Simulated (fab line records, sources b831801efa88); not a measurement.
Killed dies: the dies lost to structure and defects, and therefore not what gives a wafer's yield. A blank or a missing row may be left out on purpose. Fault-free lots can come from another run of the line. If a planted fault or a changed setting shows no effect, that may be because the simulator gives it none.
Code-filled problem report in 8D (eight disciplines) form | flow sky130 | the parts of the form that need people (team, actions taken, sign-off) are left out

1. PROBLEM STATEMENT
Wafers free of any fault read 374.4 (standard deviation 1.9) for PWDE_TW at SKY_PWDE_TW_MEAS_10, against a mean of 404.0 on 6 wafers of 2 lots. That is +16 standard deviations from the usual mean.
First observed at day 5 12:34: wafer L107.1, on film-metro-01. Wafers with a number at this step in the record: 36, from 12 lots. Rule for "out" (also "out of limits"): further than 4 standard deviations from the usual mean. All remaining wafers that have a number are taken as sound.

2. WHAT IT IS, AND WHAT IT ISN'T
question                    | is                           | is not
which readings at this step | PWDE_TW                      | -
which lots                  | L107, L108                   | L100, L101, L112, L114, L116, L117, L118, L119, L120, L122
which wafers of those lots  | all that have a number       | -
read on which gauges        | film-metro-01, film-metro-03 | film-metro-02
when                        | from day 5 12:34             | up to then (6 sound wafers); but 24 sound wafers of L112, L114, L116, L117, L118, L119, L120, L122 came after

3. WHAT RULES OUT EACH SUSPECT
Counting: a tool stays on the suspect list if, at a process step up to the reading, it processed all lots that are out and no sound lot following the first of them.
- ruled out: the gauge at SKY_PWDE_TW_MEAS_10. 2 gauges (film-metro-01, film-metro-03) read the wafers that are out.
- implanter-01 at SKY_PWDE_IMPLANT_08: kept. It ran every lot that is out, first L107 (day 5 12:19), and no sound lot after that; its last sound lot up to then is L101 (day 4 01:07). Out on those wafers are its own readings of dose-ions-cm2, faraday-current-uA.
After counting, what remains is implanter-01 at SKY_PWDE_IMPLANT_08.

4. THE CAUSE (what the simulator had put in)
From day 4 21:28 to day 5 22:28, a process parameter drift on implanter-01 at SKY_PWDE_IMPLANT_08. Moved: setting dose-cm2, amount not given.
After counting, this tool was the only one left.

5. THE CHAIN OF EFFECTS, in route order
One row per reading whose mean, taken over the struck wafers that have a number, lies over 3 standard deviations from the usual. Only readings for which the record gives a usual standard deviation are gone through. hours: the time from each lot's start at the first step in this table that gives one to its start at this step, as a median over the lots. sigmas: the change in usual standard deviations.
hours | step                 | reading            | usual       | on struck wafers | change   | sigmas
0     | SKY_PWDE_IMPLANT_08  | dose-ions-cm2      | 3.6e+12     | 4.6e+12          | +9.8e+11 | +99 or more
0     | SKY_PWDE_IMPLANT_08  | faraday-current-uA | 20.4        | 26.0             | +5.6     | +14
0     | SKY_PWDE_TW_MEAS_10  | PWDE_TW            | 374.4       | 404.0            | +29.6    | +16
39    | SKY_NWELL_RS_MEAS_31 | PWDE_RS            | 5280 ohm/sq | 4367             | -913     | -48
The process steps in it:
- SKY_PWDE_IMPLANT_08
Later measuring or inspecting steps at which every struck wafer that the step has a row for has a number for every such reading, and none has moved that far: SKY_NWELL_OVL_MEAS_23, SKY_VT_ADJUST_HVTP_CD_MEAS_07.

6. HOW IT WOULD HAVE BEEN CAUGHT EARLIER
The first out-of-limits reading at a measuring or inspecting step in this record came at day 5 12:34, 15 hours after the fault's start at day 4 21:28.
The tool's own readings at SKY_PWDE_IMPLANT_08 were out on every struck wafer that the step has a row for (dose-ions-cm2, faraday-current-uA): an alarm limit on them would have fired on the first of those.
Among the 2 lots that are out, L108 began SKY_PWDE_IMPLANT_08 on implanter-01 after day 5 12:34. Had the tool been put on hold then, it would have been spared.
